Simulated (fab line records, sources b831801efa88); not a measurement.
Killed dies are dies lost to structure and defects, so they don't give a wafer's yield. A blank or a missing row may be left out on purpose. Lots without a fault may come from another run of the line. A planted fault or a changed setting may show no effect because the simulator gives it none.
A struck lot beside a sound one | flow sky130 | 22 steps out of a route of 708
Sound: wafers L665.2, L665.3, L665.5. Struck: wafer L675.3. (L675.6 of the same lot was not struck and is left out.) The cause comes at the end.
At each step with rows: each side's tool, then ch and its chambers, then its first start. Under that, the readings that differ: sound wafers | struck wafers | difference of the means | sigmas: that difference in standard deviations of wafers without a fault.
alike: readings whose means differ by less than 2 such deviations, and words and numbers that are the same on both sides. not compared: withheld readings, readings that some wafer has no value for, bounds like >300 that may hide the same value, and numbers for which the record gives no deviation and whose values overlap.
The two part at a step that has a row with sigmas, a row that says differs or no value, or rows on one side only. Numbers that don't overlap but have no deviation are shown without sigmas and don't part them. A reading that every wafer of one side lacks parts them only if that side has two wafers or more.

SKY_SD_N_RTA_14: time 2 s.
  sound on rtp_anneal-01 ch 0, day 31 09:49; struck on rtp_anneal-01 ch 0, day 34 09:15
  reading            | sound             | struck | difference | sigmas
  lamp_power_pct (%) | 15.73 15.72 15.70 | 15.83  | +0.11      | +2
  alike: anneal_temp_c_max, wafer_temp_C_max
SKY_SD_N_RS_MEAS_16: measures by four-point-probe.
  sound on film_metro-01, day 31 10:00; struck on film_metro-03, day 34 09:26
  alike: SD_N_RS
SKY_SD_N_RS_MEAS_17: measures by four-point-probe.
  sound on film_metro-01, day 31 10:07; struck on film_metro-03, day 34 09:34
  alike: SD_P_RS
SKY_SD_N_RS_MEAS_18: measures by four-point-probe.
  sound on film_metro-01, day 31 10:14; struck on film_metro-03, day 34 09:41
  reading               | sound             | struck | difference | sigmas
  RES_XHIGH_RS (ohm/sq) | 334.6 336.1 336.9 | 333.0  | -2.9       | -2
then, 2 steps without rows for these wafers: SKY_SALICIDE_CLEAN_00 (cleans in HF-last, time 30 s); SKY_LI_CONTACT_HDPCVD_00 (deposits PSG, target thk 930 nm, time 155 s).
SKY_LI_CONTACT_THK_MEAS_01:
  sound on film_metro-03, day 31 10:28; struck on film_metro-02, day 34 09:54
  alike: LI_CONTACT_HDPCVD_THK
SKY_LI_CONTACT_CMP_02: polishes PSG.
  sound on cmp-01 ch 0,2, day 31 10:31; struck on cmp-02 ch 0, day 34 09:56
  alike: head_pressure_psi, motor_current_A, time_to_endpoint_s
SKY_LI_CONTACT_BOW_MEAS_03:
  sound on film_metro-01, day 31 10:50; struck on film_metro-01, day 34 10:17
  alike: LI_CONTACT_BOW
then, 2 steps without rows for these wafers: SKY_LI_CONTACT_DEHYDRATE_04 (time 60 s); SKY_LI_CONTACT_HMDS_05 (prime time 60 s).
SKY_LI_CONTACT_COAT_06: resist thk 60 nm.
  sound on litho_track-01 ch 0, day 31 22:50; struck on litho_track-01 ch 0, day 35 00:15
then, 5 steps without rows for these wafers: SKY_LI_CONTACT_COAT_07 (resist thk 450 nm); SKY_LI_CONTACT_SOFTBAKE_08 (time 90 s); SKY_LI_CONTACT_EXPOSE_09 (exposes mask LICM1, target cd 170 nm); SKY_LI_CONTACT_PEB_10; SKY_LI_CONTACT_DEVELOP_11 (develop time 60 s).
SKY_LI_CONTACT_CD_MEAS_12: target cd 170 nm.
  sound on cd_sem-01, day 32 13:49; struck on cd_sem-01, day 35 12:49
  alike: cd_nm
SKY_LI_CONTACT_OVL_MEAS_13:
  sound on overlay-01, day 32 13:55; struck on overlay-02, day 35 12:54
  alike: LI_CONTACT_OVL
SKY_LI_CONTACT_ETCH_14: etches BARC in N2/H2, stops on SiO2, time 45.9 s, target depth 60 nm.
  sound on rie_diel-01 ch 0,1,2, day 32 13:56; struck on rie_diel-01 ch 1, day 35 12:55
  reading                  | sound             | struck | difference | sigmas
  model.etch.depth_nm (nm) | 59.98 59.96 59.95 | 59.26  | -0.70      |
  alike: drypump_motor_current_A, oes_product_au, throttle_valve_pct
  not compared: rf_hours_counter_h
SKY_LI_CONTACT_ETCH_15: etches PSG in C4F8/O2/Ar, stops on Si, target depth 600 nm.
  sound on rie_diel-01 ch 0,1,2, day 32 13:59; struck on rie_diel-01 ch 1, day 35 12:58
  alike: oes_product_au
SKY_PAD_OPEN_PROBE_99:
  the record has rows for the sound wafers here (prober-02, day 48 04:40) and none for the struck ones

WHERE THEY PART
First at SKY_SD_N_RTA_14; last, within this record, at SKY_PAD_OPEN_PROBE_99.

WHY: what the simulator had put in
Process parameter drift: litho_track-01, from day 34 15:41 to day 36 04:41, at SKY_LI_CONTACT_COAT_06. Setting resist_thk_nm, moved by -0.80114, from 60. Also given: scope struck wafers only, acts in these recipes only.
